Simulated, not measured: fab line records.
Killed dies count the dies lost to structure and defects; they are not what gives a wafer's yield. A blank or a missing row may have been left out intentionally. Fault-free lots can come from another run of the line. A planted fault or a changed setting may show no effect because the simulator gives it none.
What tool caused it?	flow sky130	at 1 step of a route of 708, 6 lots with 18 wafers sampled

WHAT THE GAUGES SHOWED, per wafer
SKY_POLY_GATE_CD_MEAS_13: the cd target is 150 nm.
lot	measured	on	cd nm (nm)
L137	day 17 23:35	cd sem-02	149.9 150.9 150.6
L139	day 19 03:51	cd sem-02	149.8 149.7 149.8
L142	day 19 22:01	cd sem-01	148.9 148.9 147.8
L150	day 22 10:17	cd sem-02	151.9 151.1 151.2
L152	day 23 02:19	cd sem-01	150.0 150.1 149.5
L155	day 23 21:07	cd sem-02	151.2 151.3 152.3

WHICH TOOL RAN EACH LOT (tool, then ch and the chambers of the sampled wafers, then the start)
The record shows no process step preceding these readings.

THE ANSWER, worked out from the rows above alone
Rule: what is usual is taken from the lots themselves. The widest of any qualifying gaps counts: lots, ordered by their means at a reading, are off when they make up no more than a third of the lots, leave a main group of 4 or more, and stand apart from it by 3 or more times the standard deviation of that group's means. If all means in a main group match to the digits the tables above print for the reading, that group is not used. Also off: a lot with no number at a reading for which 4 or more lots have one. The other lots that the step has rows for count as sound.
None of the lots is off at any reading shown; this tells nothing.

WHAT WAS PUT IN BY THE SIMULATOR
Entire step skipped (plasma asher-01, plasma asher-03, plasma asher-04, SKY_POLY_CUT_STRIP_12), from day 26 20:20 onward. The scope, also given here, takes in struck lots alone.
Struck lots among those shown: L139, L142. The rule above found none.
